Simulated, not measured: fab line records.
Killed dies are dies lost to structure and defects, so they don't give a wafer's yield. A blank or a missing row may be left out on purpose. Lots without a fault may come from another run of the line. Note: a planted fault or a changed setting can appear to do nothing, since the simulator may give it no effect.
fab line records	flow sky130
record: lots: 13	wafers: 37	last_day: 50
route steps=708 shown LDD_N@254 LDD_HVP@284 LDD_LDN@302 PAD_OPEN@708
lots untouched by any fault: they come from a run of this same line in which no faults occurred
start_h: the number of hours between the record's first day and the start of the first shown wafer of the lot	wait_h: hours from the lot's prior step to this one	" unchanged from the row above	L1.1+2: a row that stands for several wafers	- either no value or no given start	* or withheld: withheld	< > ~ a bound
route shown NAME@n: names a module that has steps shown in the file, with the first one's number in the route	usual: mean/standard deviation of fault-free wafers	same: alike in all rows	chamber/n: place in a boat	sites: per-site readings	_std_site: standard deviation across them	_edge_site: mean of outer sites minus mean of inner sites	radius_mm: how far each site lies from the wafer's centre	mask NAME#n: copy n	behind: tool/chamber where the wafer was last shaped	hold: cause of the lot's hold/its duration in hours/its outcome	device: names the non-switching transistor (n, p or np)	end of line: tests run on the same wafers once the route is complete	for a step that has no rows: nothing shown but its recipe	killed: count of dies lost to structure and defects at first sort (not the wafer's yield)	map: a wafer's dies, marking killed ones x, the rest . and places with no die _
set.NAME: the setting that was run; set.NAME@STEP: the one run at that earlier step	model.NAME: the simulator's own value behind a step, which no gauge read
route steps across a sampled set of lots; one table per step, one row per wafer
services: the hour from which a tool's chamber was out of use, counted from the record's first day as start_h (under 0 if before that day), plus the number of hours and why
== steps ==
step: SKY_LDD_N_TW_MEAS_17
usual: LDD_N_TW: 2576/27
lot.wafer	tool	chamber	start_h	wait_h	LDD_N_TW
L476.1	film_metro-02	-	428.37	0.1	2536
L476.3	"	-	"	"	2543
L476.5	"	-	"	"	2532
L477.2	film_metro-01	-	435.23	0.1	2612
L477.4	"	-	"	"	2600
L477.6	"	-	"	"	2611
L478.2	film_metro-01	-	455.33	0.1	2599
L478.4	"	-	"	"	2595
L478.6	"	-	"	"	2591
L480.4	film_metro-01	-	475.45	0.1	2593
L480.5	"	-	"	"	2593
L480.6	"	-	"	"	2608
L481.3	film_metro-03	-	488.01	0.1	2572
L481.6	"	-	"	"	2589
L482.3	film_metro-01	-	495.06	0.1	2606
L482.4	"	-	"	"	2616
L489.2	film_metro-01	-	544.86	0.1	2626
L489.4	"	-	"	"	2610
L489.6	"	-	"	"	2610
L490.1	film_metro-01	-	566.89	0.1	2599
L490.2	"	-	"	"	2600
L490.3	"	-	"	"	2590
L492.1	film_metro-03	-	575.12	0.1	2573
L492.4	"	-	"	"	2568
L492.6	"	-	"	"	2571
L493.2	film_metro-02	-	581.15	0.1	2569
L493.3	"	-	"	"	2568
L493.4	"	-	"	"	2568
L494.4	film_metro-03	-	582.60	0.1	2557
L494.5	"	-	"	"	2565
L494.6	"	-	"	"	2547
L495.1	film_metro-02	-	595.20	0.1	2571
L495.4	"	-	"	"	2571
L495.6	"	-	"	"	2570
L496.1	film_metro-01	-	598.80	0.1	2603
L496.2	"	-	"	"	2617
L496.4	"	-	"	"	2611
step: SKY_LDD_HVP_DEVELOP_06
recipe: resist: NOVOLAK	developer: TMAH	develop_time_s: 60	dev_temp_c: 23
usual: developer_temp_C: 23.03/0.11	resist_line_temp_C: 23.01/0.1
lot.wafer	tool	chamber	start_h	wait_h	developer_temp_C	resist_line_temp_C
L476.1	litho_track-02	0	521.26	0.1	22.91	23.12
L476.3	"	0	"	"	22.90	23.01
L476.5	"	0	"	"	23.20	23.17
L477.2	litho_track-01	0	527.76	0.1	23.06	23.13
L477.4	"	0	"	"	23.08	23.12
L477.6	"	0	"	"	23.02	23.03
L478.2	litho_track-02	0	546.89	0.1	22.97	23.05
L478.4	"	0	"	"	22.91	23.06
L478.6	"	0	"	"	22.91	22.92
L480.4	litho_track-03	0	567.09	0.1	23.22	22.94
L480.5	"	0	"	"	22.98	23.04
L480.6	"	0	"	"	23.07	23.07
L481.3	litho_track-03	0	578.82	0.1	23.03	22.94
L481.6	"	0	"	"	23.20	22.84
L482.3	litho_track-03	0	586.62	0.1	23.03	22.93
L482.4	"	0	"	"	23.15	23.05
L489.2	litho_track-01	0	633.21	0.1	22.99	23.10
L489.4	"	0	"	"	23.11	22.99
L489.6	"	0	"	"	23.07	23.10
L490.1	litho_track-03	0	654.62	0.1	23.05	22.85
L490.2	"	0	"	"	23.07	23.04
L490.3	"	0	"	"	23.02	22.86
L492.1	litho_track-03	0	661.32	0.1	23.00	23.14
L492.4	"	0	"	"	23.06	23.00
L492.6	"	0	"	"	23.04	23.16
L493.2	litho_track-01	0	667.41	0.1	23.05	22.97
L493.3	"	0	"	"	23.25	23.01
L493.4	"	0	"	"	23.18	23.08
L494.4	litho_track-03	0	669.54	0.1	22.87	22.93
L494.5	"	0	"	"	23.00	23.11
L494.6	"	0	"	"	22.92	22.88
L495.1	litho_track-01	0	681.73	0.1	23.17	22.97
L495.4	"	0	"	"	23.12	23.04
L495.6	"	0	"	"	23.04	23.11
L496.1	litho_track-01	0	685.08	0.1	22.90	23.09
L496.2	"	0	"	"	23.04	23.07
L496.4	"	0	"	"	23.12	23.23
step: SKY_LDD_HVP_STRIP_09
recipe: chemistry: O2/N2	power_w: 1400	pressure_mtorr: 1500	platen_temp_c: withheld	o2_flow_sccm: 3000	n2_flow_sccm: 300	overash_fraction: 0.5
usual: drypump_motor_current_A: 5.4/0.4	oes_product_au: 0.408/0.0041	strip_time_to_endpoint_s: 4.133/0.015
lot.wafer	tool	chamber	start_h	wait_h	drypump_motor_current_A	oes_product_au	rf_hours_counter_h	strip_time_to_endpoint_s
L476.1	plasma_asher-03	1	521.60	0.1	5.6	0.401	10	4.139
L476.3	"	0	"	"	5.5	0.402	-	4.129
L476.5	"	1	"	"	5.6	0.414	-	4.145
L477.2	plasma_asher-04	0	528.07	0.1	5.8	0.407	44	4.141
L477.4	"	0	"	"	5.8	0.411	-	4.128
L477.6	"	1	"	"	5.4	0.407	-	4.131
L478.2	plasma_asher-04	1	547.20	0.1	5.3	0.406	46	4.145
L478.4	"	0	"	"	5.9	0.409	-	4.157
L478.6	"	0	"	"	5.8	0.413	-	4.157
L480.4	plasma_asher-03	0	567.39	0.1	5.6	0.410	-	4.125
L480.5	"	0	"	"	5.5	0.410	-	4.140
L480.6	"	1	"	"	5.6	0.410	-	4.131
L481.3	plasma_asher-03	0	579.14	0.1	5.5	0.412	-	4.141
L481.6	"	1	"	"	5.6	0.406	-	4.139
L482.3	plasma_asher-02	0	586.94	0.1	5.8	0.408	-	4.128
L482.4	"	1	"	"	4.7	0.413	-	4.123
L489.2	plasma_asher-03	1	633.52	0.1	5.6	0.402	20	4.125
L489.4	"	0	"	"	5.6	0.409	-	4.144
L489.6	"	1	"	"	5.6	0.405	-	4.137
L490.1	plasma_asher-02	1	654.95	0.1	4.7	0.404	75	4.175
L490.2	"	0	"	"	5.8	0.406	75	4.137
L490.3	"	0	"	"	5.8	0.404	-	4.154
L492.1	plasma_asher-02	1	661.65	0.1	4.7	0.407	76	4.135
L492.4	"	1	"	"	4.7	0.399	-	4.128
L492.6	"	1	"	"	4.7	0.399	-	4.141
L493.2	plasma_asher-02	0	667.72	0.1	5.8	0.406	77	4.120
L493.3	"	1	"	"	4.8	0.406	-	4.139
L493.4	"	0	"	"	5.8	0.409	-	4.119
L494.4	plasma_asher-03	0	669.84	0.1	5.5	0.412	-	4.108
L494.5	"	1	"	"	5.6	0.407	-	4.106
L494.6	"	0	"	"	5.6	0.407	-	4.111
L495.1	plasma_asher-03	1	682.07	0.1	5.6	0.415	23	4.131
L495.4	"	0	"	"	5.6	0.413	-	4.111
L495.6	"	0	"	"	5.6	0.411	-	4.133
L496.1	plasma_asher-03	0	685.42	0.1	5.5	0.408	24	4.113
L496.2	"	1	"	"	5.6	0.413	24	4.113
L496.4	"	0	"	"	5.6	0.406	-	4.120
step: SKY_LDD_HVP_TW_MEAS_10
usual: LDD_HVP_TW: 455/4.4
lot.wafer	tool	chamber	start_h	wait_h	LDD_HVP_TW
L476.1	film_metro-02	-	521.70	0.1	452
L476.3	"	-	"	"	452
L476.5	"	-	"	"	450
L477.2	film_metro-02	-	528.18	0.1	447
L477.4	"	-	"	"	450
L477.6	"	-	"	"	450
L478.2	film_metro-02	-	547.31	0.1	450
L478.4	"	-	"	"	449
L478.6	"	-	"	"	451
L480.4	film_metro-02	-	567.48	0.1	447
L480.5	"	-	"	"	449
L480.6	"	-	"	"	448
L481.3	film_metro-01	-	579.22	0.1	464
L481.6	"	-	"	"	427
L482.3	film_metro-01	-	587.02	0.1	461
L482.4	"	-	"	"	427
L489.2	film_metro-02	-	633.63	0.1	451
L489.4	"	-	"	"	452
L489.6	"	-	"	"	451
L490.1	film_metro-04	-	655.05	0.1	451
L490.2	"	-	"	"	452
L490.3	"	-	"	"	452
L492.1	film_metro-01	-	661.75	0.1	458
L492.4	"	-	"	"	461
L492.6	"	-	"	"	459
L493.2	film_metro-02	-	667.83	0.1	450
L493.3	"	-	"	"	456
L493.4	"	-	"	"	452
L494.4	film_metro-01	-	669.93	0.1	461
L494.5	"	-	"	"	463
L494.6	"	-	"	"	463
L495.1	film_metro-04	-	682.17	0.1	448
L495.4	"	-	"	"	452
L495.6	"	-	"	"	450
L496.1	film_metro-01	-	685.52	0.1	456
L496.2	"	-	"	"	459
L496.4	"	-	"	"	458
step: SKY_LDD_LDN_TW_MEAS_13
usual: LDD_LDN_TW: 1476/13
lot.wafer	tool	chamber	start_h	wait_h	LDD_LDN_TW
L476.1	film_metro-03	-	552.74	0.1	1461
L476.3	"	-	"	"	1469
L476.5	"	-	"	"	1468
L477.2	film_metro-01	-	559.65	0.1	1484
L477.4	"	-	"	"	1486
L477.6	"	-	"	"	1489
L478.2	film_metro-02	-	577.51	0.1	1467
L478.4	"	-	"	"	1471
L478.6	"	-	"	"	1465
L480.4	film_metro-01	-	598.00	0.1	1492
L480.5	"	-	"	"	1495
L480.6	"	-	"	"	1498
L481.3	film_metro-02	-	608.64	0.1	1467
L481.6	"	-	"	"	1469
L482.3	film_metro-01	-	616.01	0.1	1480
L482.4	"	-	"	"	1481
L489.2	film_metro-03	-	662.43	0.1	1481
L489.4	"	-	"	"	1479
L489.6	"	-	"	"	1482
L490.1	film_metro-01	-	683.57	0.1	1485
L490.2	"	-	"	"	1492
L490.3	"	-	"	"	1488
L492.1	film_metro-02	-	690.57	0.1	1462
L492.4	"	-	"	"	1469
L492.6	"	-	"	"	1463
L493.2	film_metro-02	-	696.56	0.1	1459
L493.3	"	-	"	"	1464
L493.4	"	-	"	"	1471
L494.4	film_metro-01	-	699.15	0.1	1486
L494.5	"	-	"	"	1485
L494.6	"	-	"	"	1491
L495.1	film_metro-03	-	710.72	0.1	1485
L495.4	"	-	"	"	1484
L495.6	"	-	"	"	1486
L496.1	film_metro-02	-	714.52	0.1	1461
L496.2	"	-	"	"	1456
L496.4	"	-	"	"	1461
step: SKY_PAD_OPEN_PROBE_99
usual: killed_at_M0_to_M3: 44/7	killed_at_M4_up: 3.0/1.7	killed_at_contacts: 24/5.2	killed_at_front_end: 15/4.8	killed_at_other: 0.2/0.56	killed_dies: 86/9.7	killed_on_rim: 17/4.1	killed_open: 47/7.1	killed_short: 39/6.3
same: gross_dies: 492	killed_at_back_side: 0
lot.wafer	tool	chamber	start_h	wait_h	killed_at_M0_to_M3	killed_at_M4_up	killed_at_contacts	killed_at_front_end	killed_at_other	killed_dies	killed_on_rim	killed_open	killed_short
L476.1	prober-01	-	1097.44	0.1	44	0	28	14	0	86	21	41	45
L476.3	prober-01	-	1097.54	0.2	51	3	23	15	0	92	16	57	35
L476.5	prober-01	-	1097.64	0.2	42	4	23	18	0	87	20	48	39
L477.2	prober-02	-	1102.80	0.1	35	4	25	18	0	82	18	47	35
L477.4	prober-02	-	1102.90	0.2	37	6	14	9	0	66	14	31	35
L477.6	prober-02	-	1103.00	0.2	38	5	19	11	0	73	14	33	39
L478.2	prober-01	-	1112.09	0.1	45	7	24	26	0	102	22	52	50
L478.4	prober-01	-	1112.19	0.2	50	2	20	18	0	90	20	47	43
L478.6	prober-01	-	1112.29	0.2	42	1	22	9	0	74	17	43	31
L480.4	prober-02	-	1128.03	0.2	44	2	32	9	0	87	18	53	34
L480.5	prober-02	-	1128.08	0.2	50	2	29	7	0	88	21	51	37
L480.6	prober-02	-	1128.13	0.2	55	4	21	14	0	94	25	50	43
L481.3	prober-02	-	1137.39	0.2	45	2	18	8	0	73	11	41	32
L481.6	prober-02	-	1137.54	0.2	37	5	23	408	0	473	79	51	31
L482.3	prober-01	-	1139.51	0.2	39	1	23	14	0	77	12	39	38
L482.4	prober-01	-	1139.56	0.2	35	1	19	425	0	480	86	36	36
L489.2	prober-01	-	1170.74	0.1	44	3	25	15	0	87	16	42	45
L489.4	prober-01	-	1170.84	0.2	32	4	23	17	1	77	20	42	35
L489.6	prober-01	-	1170.94	0.2	46	2	17	12	0	77	17	41	36
L490.1	prober-02	-	1182.66	0.1	48	2	24	14	1	89	18	41	48
L490.2	prober-02	-	1182.71	0.1	47	3	21	14	0	85	12	49	36
L490.3	prober-02	-	1182.76	0.2	47	5	25	12	0	89	15	47	42
L492.1	prober-01	-	1187.75	0.1	37	3	20	10	0	70	9	41	29
L492.4	prober-01	-	1187.90	0.2	32	1	24	11	0	68	13	40	28
L492.6	prober-01	-	1188.00	0.2	33	0	20	22	0	75	17	42	32
L493.2	prober-01	-	1192.13	0.1	55	2	32	14	0	103	15	53	50
L493.3	prober-01	-	1192.18	0.2	39	4	29	7	0	79	19	48	31
L493.4	prober-01	-	1192.23	0.2	58	1	21	9	0	89	13	49	40
L494.4	prober-02	-	1194.10	0.2	38	3	17	16	0	74	11	41	33
L494.5	prober-02	-	1194.15	0.2	37	3	29	18	0	87	17	48	39
L494.6	prober-02	-	1194.20	0.2	47	3	24	20	0	94	13	63	31
L495.1	prober-01	-	1198.40	0.1	46	1	11	14	0	72	11	42	29
L495.4	prober-01	-	1198.55	0.2	50	5	22	13	0	90	13	49	40
L495.6	prober-01	-	1198.65	0.2	50	2	25	12	0	89	16	56	32
L496.1	prober-02	-	1200.04	0.1	40	3	32	15	0	90	16	54	36
L496.2	prober-02	-	1200.09	0.1	36	5	29	19	0	89	13	45	42
L496.4	prober-02	-	1200.19	0.2	64	3	22	17	0	106	20	50	55
killed by level:class
L476.1 VIA1:geometric_particle:short=12 VIA1:geometric_particle:open=10 CONTACT:geometric_particle:open=8 LI_CONTACT:geometric_particle:open=6 VIA2:geometric_particle:open=6 LOCAL_INTERCONNECT:geometric_particle:short=5 CONTACT:geometric_particle:short=5 FIELD_ISO:geometric_particle:short=4
L476.3 VIA1:geometric_particle:open=14 CONTACT:geometric_particle:open=8 VIA3:geometric_particle:open=8 METAL3:geometric_particle:short=6 VIA2:geometric_particle:open=6 FIELD_ISO:geometric_particle:open=5 LI_CONTACT:geometric_particle:open=5 LI_CONTACT:geometric_particle:short=5
L476.5 CONTACT:geometric_particle:open=13 VIA1:geometric_particle:open=13 METAL2:geometric_particle:short=9 LI_CONTACT:geometric_particle:open=6 FIELD_ISO:geometric_particle:open=5 METAL1:geometric_particle:short=5 VIA1:geometric_particle:short=5 FIELD_ISO:geometric_particle:short=4
L477.2 CONTACT:geometric_particle:open=12 VIA3:geometric_particle:open=6 LI_CONTACT:geometric_particle:open=6 METAL1:geometric_particle:short=6 VIA1:geometric_particle:open=5 METAL2:geometric_particle:short=5 FIELD_ISO:geometric_particle:open=4 VIA1:geometric_particle:short=4
L477.4 VIA2:geometric_particle:open=7 CONTACT:geometric_particle:open=6 METAL2:geometric_particle:short=6 METAL4:geometric_particle:short=6 FIELD_ISO:geometric_particle:short=4 LI_CONTACT:geometric_particle:open=4 VIA1:geometric_particle:short=4 VIA1:geometric_particle:open=4
L477.6 VIA2:geometric_particle:open=9 METAL2:geometric_particle:short=8 CONTACT:geometric_particle:open=6 VIA1:geometric_particle:open=5 FIELD_ISO:geometric_particle:short=4 VIA3:geometric_particle:open=4 CONTACT:geometric_particle:short=4 LI_CONTACT:geometric_particle:short=3
L478.2 CONTACT:geometric_particle:open=10 FIELD_ISO:geometric_particle:open=8 VIA1:geometric_particle:short=7 METAL2:geometric_particle:short=7 CONTACT:geometric_particle:short=5 METAL1:geometric_particle:short=5 VIA1:geometric_particle:open=5 VIA3:geometric_particle:open=5
L478.4 VIA1:geometric_particle:open=10 VIA3:geometric_particle:open=10 METAL1:geometric_particle:short=8 FIELD_ISO:geometric_particle:open=6 CONTACT:geometric_particle:open=6 FIELD_ISO:geometric_particle:short=5 LI_CONTACT:geometric_particle:short=4 CONTACT:geometric_particle:short=4
L478.6 VIA3:geometric_particle:open=9 VIA1:geometric_particle:open=9 CONTACT:geometric_particle:open=8 METAL1:geometric_particle:short=5 VIA2:geometric_particle:open=5 FIELD_ISO:geometric_particle:open=4 CONTACT:geometric_particle:short=4 LOCAL_INTERCONNECT:geometric_particle:short=3
L480.4 CONTACT:geometric_particle:open=11 VIA1:geometric_particle:open=11 VIA3:geometric_particle:open=7 LI_CONTACT:geometric_particle:open=6 VIA1:geometric_particle:short=6 LI_CONTACT:geometric_particle:short=5 LOCAL_INTERCONNECT:geometric_particle:short=5 METAL1:geometric_particle:short=5
L480.5 VIA1:geometric_particle:open=13 LI_CONTACT:geometric_particle:open=10 CONTACT:geometric_particle:open=8 VIA1:geometric_particle:short=8 VIA3:geometric_particle:open=7 LOCAL_INTERCONNECT:geometric_particle:short=5 VIA2:geometric_particle:short=5 VIA2:geometric_particle:open=5
L480.6 VIA3:geometric_particle:open=11 VIA1:geometric_particle:open=11 VIA2:geometric_particle:open=7 CONTACT:geometric_particle:open=6 METAL1:geometric_particle:short=6 FIELD_ISO:geometric_particle:open=5 FIELD_ISO:geometric_particle:short=5 LI_CONTACT:geometric_particle:short=4
L481.3 VIA1:geometric_particle:open=12 VIA3:geometric_particle:open=10 LI_CONTACT:geometric_particle:open=6 VIA1:geometric_particle:short=6 VIA2:geometric_particle:open=5 CONTACT:geometric_particle:open=4 LI_CONTACT:geometric_particle:short=3 CONTACT:geometric_particle:short=3
L481.6 LDD_HVP:area_develop=391 VIA3:geometric_particle:open=11 CONTACT:geometric_particle:open=9 VIA1:geometric_particle:open=7 LI_CONTACT:geometric_particle:open=6 VIA2:geometric_particle:open=5 FIELD_ISO:geometric_particle:open=4 POLY_GATE:geometric_particle:short=4
L482.3 CONTACT:geometric_particle:open=11 VIA1:geometric_particle:open=7 VIA3:geometric_particle:open=6 LI_CONTACT:geometric_particle:open=5 VIA1:geometric_particle:short=5 METAL2:geometric_particle:short=5 POLY_GATE:geometric_particle:short=4 METAL1:geometric_particle:short=4
L482.4 LDD_HVP:area_develop=408 CONTACT:geometric_particle:open=9 VIA1:geometric_particle:open=6 FIELD_ISO:geometric_particle:short=5 LOCAL_INTERCONNECT:geometric_particle:short=5 VIA2:geometric_particle:short=5 FIELD_ISO:geometric_particle:open=4 POLY_GATE:geometric_particle:open=4
L489.2 VIA1:geometric_particle:open=11 CONTACT:geometric_particle:open=8 METAL1:geometric_particle:short=7 FIELD_ISO:geometric_particle:short=6 LI_CONTACT:geometric_particle:short=6 LI_CONTACT:geometric_particle:open=5 METAL2:geometric_particle:short=5 CONTACT:geometric_particle:short=4
L489.4 CONTACT:geometric_particle:open=11 VIA1:geometric_particle:open=8 FIELD_ISO:geometric_particle:open=7 LI_CONTACT:geometric_particle:open=6 METAL2:geometric_particle:short=5 VIA3:geometric_particle:short=5 POLY_GATE:geometric_particle:short=4 METAL3:geometric_particle:short=4
L489.6 METAL2:geometric_particle:short=10 METAL1:geometric_particle:short=8 VIA1:geometric_particle:open=8 CONTACT:geometric_particle:open=7 VIA2:geometric_particle:open=6 LI_CONTACT:geometric_particle:open=4 METAL1:geometric_particle:open=4 VIA1:geometric_particle:short=4
L490.1 VIA1:geometric_particle:open=12 VIA2:geometric_particle:short=9 CONTACT:geometric_particle:open=8 VIA1:geometric_particle:short=8 LOCAL_INTERCONNECT:geometric_particle:short=5 FIELD_ISO:geometric_particle:open=4 POLY_GATE:geometric_particle:open=4 LI_CONTACT:geometric_particle:open=4
L490.2 VIA1:geometric_particle:open=14 CONTACT:geometric_particle:open=11 VIA3:geometric_particle:open=10 METAL2:geometric_particle:short=6 FIELD_ISO:geometric_particle:open=5 LOCAL_INTERCONNECT:geometric_particle:short=5 VIA1:geometric_particle:short=5 FIELD_ISO:geometric_particle:short=4
L490.3 VIA1:geometric_particle:open=11 CONTACT:geometric_particle:open=9 LI_CONTACT:geometric_particle:open=6 VIA2:geometric_particle:open=6 VIA1:geometric_particle:short=5 VIA3:geometric_particle:open=5 FIELD_ISO:geometric_particle:open=4 LOCAL_INTERCONNECT:geometric_particle:short=4
L492.1 VIA1:geometric_particle:open=9 CONTACT:geometric_particle:open=8 METAL1:geometric_particle:short=6 VIA2:geometric_particle:open=5 VIA3:geometric_particle:open=5 LI_CONTACT:geometric_particle:open=4 VIA1:geometric_particle:short=4 FIELD_ISO:geometric_particle:open=3
L492.4 CONTACT:geometric_particle:open=11 VIA1:geometric_particle:open=11 FIELD_ISO:geometric_particle:short=8 LI_CONTACT:geometric_particle:open=6 METAL2:geometric_particle:short=6 VIA2:geometric_particle:open=4 LOCAL_INTERCONNECT:geometric_particle:short=3 VIA2:geometric_particle:short=3
L492.6 CONTACT:geometric_particle:open=11 VIA1:geometric_particle:open=8 FIELD_ISO:geometric_particle:open=7 POLY_GATE:geometric_particle:short=5 VIA2:geometric_particle:open=5 FIELD_ISO:geometric_particle:short=4 METAL2:geometric_particle:short=4 LI_CONTACT:geometric_particle:open=3
L493.2 CONTACT:geometric_particle:open=13 VIA1:geometric_particle:open=12 METAL2:geometric_particle:short=10 VIA2:geometric_particle:open=9 CONTACT:geometric_particle:short=6 FIELD_ISO:geometric_particle:short=5 METAL1:geometric_particle:short=5 LI_CONTACT:geometric_particle:open=5
L493.3 CONTACT:geometric_particle:open=10 LI_CONTACT:geometric_particle:open=8 VIA3:geometric_particle:open=8 VIA2:geometric_particle:open=8 LOCAL_INTERCONNECT:geometric_particle:short=6 VIA1:geometric_particle:open=6 VIA1:geometric_particle:short=4 METAL2:geometric_particle:short=3
L493.4 VIA1:geometric_particle:open=10 VIA2:geometric_particle:open=10 VIA3:geometric_particle:short=8 LI_CONTACT:geometric_particle:open=7 CONTACT:geometric_particle:open=7 METAL2:geometric_particle:short=6 METAL1:geometric_particle:short=6 VIA3:geometric_particle:open=6
L494.4 VIA1:geometric_particle:open=9 LI_CONTACT:geometric_particle:open=7 VIA2:geometric_particle:open=7 POLY_GATE:geometric_particle:short=5 FIELD_ISO:geometric_particle:open=4 VIA3:geometric_particle:open=4 LOCAL_INTERCONNECT:geometric_particle:short=3 FIELD_ISO:geometric_particle:short=3
L494.5 VIA1:geometric_particle:open=11 CONTACT:geometric_particle:open=10 FIELD_ISO:geometric_particle:open=8 LOCAL_INTERCONNECT:geometric_particle:short=6 VIA2:geometric_particle:open=6 LI_CONTACT:geometric_particle:open=5 POLY_GATE:geometric_particle:short=4 LI_CONTACT:geometric_particle:short=4
L494.6 VIA1:geometric_particle:open=13 VIA2:geometric_particle:open=11 LI_CONTACT:geometric_particle:open=9 CONTACT:geometric_particle:open=9 FIELD_ISO:geometric_particle:open=7 FIELD_ISO:geometric_particle:short=6 VIA2:geometric_particle:short=5 VIA3:geometric_particle:open=5
L495.1 VIA1:geometric_particle:open=14 VIA1:geometric_particle:short=8 METAL1:geometric_particle:short=5 VIA2:geometric_particle:open=5 LI_CONTACT:geometric_particle:open=4 VIA3:geometric_particle:open=4 POLY_GATE:geometric_particle:open=3 POLY_CUT:geometric_particle:open=3
L495.4 VIA3:geometric_particle:open=15 VIA1:geometric_particle:open=7 LI_CONTACT:geometric_particle:open=7 METAL2:geometric_particle:short=7 CONTACT:geometric_particle:open=6 FIELD_ISO:geometric_particle:open=4 METAL3:geometric_particle:short=4 VIA2:geometric_particle:open=4
L495.6 VIA1:geometric_particle:open=16 CONTACT:geometric_particle:open=10 VIA3:geometric_particle:open=9 LI_CONTACT:geometric_particle:open=6 VIA2:geometric_particle:open=5 CONTACT:geometric_particle:short=4 METAL1:geometric_particle:short=4 VIA1:geometric_particle:short=4
L496.1 CONTACT:geometric_particle:open=11 LI_CONTACT:geometric_particle:open=9 VIA2:geometric_particle:open=8 VIA1:geometric_particle:open=7 METAL2:geometric_particle:short=7 POLY_GATE:geometric_particle:open=5 LOCAL_INTERCONNECT:geometric_particle:short=5 CONTACT:geometric_particle:short=5
L496.2 CONTACT:geometric_particle:open=10 VIA2:geometric_particle:open=7 FIELD_ISO:geometric_particle:short=6 VIA3:geometric_particle:open=6 CONTACT:geometric_particle:short=5 VIA1:geometric_particle:open=5 FIELD_ISO:geometric_particle:open=4 LI_CONTACT:geometric_particle:short=4
L496.4 VIA1:geometric_particle:short=11 VIA2:geometric_particle:open=10 VIA1:geometric_particle:open=9 METAL2:geometric_particle:short=9 VIA3:geometric_particle:open=8 LI_CONTACT:geometric_particle:open=7 FIELD_ISO:geometric_particle:short=6 CONTACT:geometric_particle:open=6
== services ==
tool	chamber	start_h	hours	kind
litho_track-03	-	519.31	-	consumable_replace:filter
plasma_asher-03	-	540.34	4.3	pm
plasma_asher-04	-	597.73	10.6	repair
plasma_asher-03	-	618.50	5.6	repair
plasma_asher-03	-	638.39	21.8	repair
plasma_asher-04	-	679.46	2.8	pm
== key ==
first_sign: step: SKY_LDD_HVP_TW_MEAS_10	reading: LDD_HVP_TW	direction: down	sigmas: 6.3	usual: 455	struck: 427
effect: step: SKY_PAD_OPEN_PROBE_99	reading: killed_at_front_end	direction: up	sigmas: 84	usual: 15	struck: 416
more_kills_born_at: SKY_LDD_HVP_DEVELOP_06@litho_track-03: 799
met_at SKY_LDD_HVP_DEVELOP_06
struck_lots L481,L482
struck_wafers L481.6,L482.4
tester_left_out L481,L482
not_acting_at SKY_LDD_N_TW_MEAS_17,SKY_LDD_HVP_STRIP_09,SKY_LDD_LDN_TW_MEAS_13
onset_between 567.09 578.82
fault: kind: process_parameter_drift	tool: litho_track-03	chamber: -	onset_h: 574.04	steps: SKY_LDD_HVP_DEVELOP_06	channel: develop_time_s	offset: *	shape: step	end_h: 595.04	scope: struck_wafers_only	acts_in: *	stated: *
tester_left_out: of these lots the tester's yield and bins aren't shown, on N5 and GAA mostly nor the transistor test; their killed dies are dies lost to structure and defects alone, not to doping, threshold or leakage, so they don't give the yield
